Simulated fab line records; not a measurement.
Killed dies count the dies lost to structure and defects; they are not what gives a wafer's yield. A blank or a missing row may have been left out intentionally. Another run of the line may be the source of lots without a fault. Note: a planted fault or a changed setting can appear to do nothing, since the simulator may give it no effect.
Matching of chambers :: flow gf180mcu :: 4 sister chambers for GF_V4_CMP_26 on cmp-02
The step polishes, stops on SiO2, t overpolish 15 s, target thk 0 nm. 8 wafers are shown with their chamber, then 12 later ones without.

WAFERS PAIRED WITH THEIR CHAMBERS
wafer: L085.1
chamber: 3
motor-current-A (A): 10.0
time-to-endpoint-s (s): 86

wafer: L085.5
chamber: 2
motor-current-A (A): 9.3
time-to-endpoint-s (s): 85

wafer: L086.2
chamber: 1
motor-current-A (A): 11.4
time-to-endpoint-s (s): 89

wafer: L086.4
chamber: 0
motor-current-A (A): 10.7
time-to-endpoint-s (s): 86

wafer: L086.5
chamber: 1
motor-current-A (A): 11.6
time-to-endpoint-s (s): 89

wafer: L087.2
chamber: 3
motor-current-A (A): 9.6
time-to-endpoint-s (s): 86

wafer: L087.3
chamber: 2
motor-current-A (A): 9.3
time-to-endpoint-s (s): 91

wafer: L087.6
chamber: 0
motor-current-A (A): 10.1
time-to-endpoint-s (s): 89

WAFERS WITH NO CHAMBER GIVEN
wafer: L089.2
motor-current-A (A): 9.5
time-to-endpoint-s (s): 89

wafer: L089.4
motor-current-A (A): 11.5
time-to-endpoint-s (s): 93

wafer: L089.6
motor-current-A (A): 11.6
time-to-endpoint-s (s): 92

wafer: L092.2
motor-current-A (A): 9.5
time-to-endpoint-s (s): 95

wafer: L092.3
motor-current-A (A): 11.3
time-to-endpoint-s (s): 92

wafer: L092.4
motor-current-A (A): 10.3
time-to-endpoint-s (s): 89

wafer: L091.2
motor-current-A (A): 11.9
time-to-endpoint-s (s): 93

wafer: L091.3
motor-current-A (A): 10.4
time-to-endpoint-s (s): 93

wafer: L091.5
motor-current-A (A): 11.9
time-to-endpoint-s (s): 91

wafer: L095.4
motor-current-A (A): 9.3
time-to-endpoint-s (s): 91

wafer: L095.5
motor-current-A (A): 9.4
time-to-endpoint-s (s): 93

wafer: L095.6
motor-current-A (A): 11.1
time-to-endpoint-s (s): 94

THE CHAMBER EACH PASSED THROUGH
wafer: L089.2
from the rows above: can't be placed: 2 or 3
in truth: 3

wafer: L089.4
from the rows above: 1
in truth: 1

wafer: L089.6
from the rows above: 1
in truth: 1

wafer: L092.2
from the rows above: can't be placed: 2 or 3 or 0
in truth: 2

wafer: L092.3
from the rows above: 1
in truth: 1

wafer: L092.4
from the rows above: can't be placed: 0 or 3
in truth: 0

wafer: L091.2
from the rows above: 1
in truth: 1

wafer: L091.3
from the rows above: can't be placed: 0 or 3
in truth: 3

wafer: L091.5
from the rows above: 1
in truth: 1

wafer: L095.4
from the rows above: can't be placed: 2 or 3
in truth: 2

wafer: L095.5
from the rows above: can't be placed: 2 or 3
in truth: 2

wafer: L095.6
from the rows above: can't be placed: 1 or 0
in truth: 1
Placed correctly: 5 of 12. From these rows, 7 cannot be placed; in 7 the true chamber is one of the candidates. Placed wrongly: 0.
How it was worked out, from the rows above alone: a wafer's distance from a chamber is the root of the sum, over the readings, of the square of ((its reading less the chamber's mean) divided by the reading's scatter). If the next closest chamber is less than 2 further off than the closest, the wafer can't be placed; otherwise it belongs to the closest. The mean given for a chamber averages the wafers shown for that chamber. The scatter: the root of (the sum of the squares of (reading less its chamber's mean) over the shown wafers, divided by (wafers less chambers)).
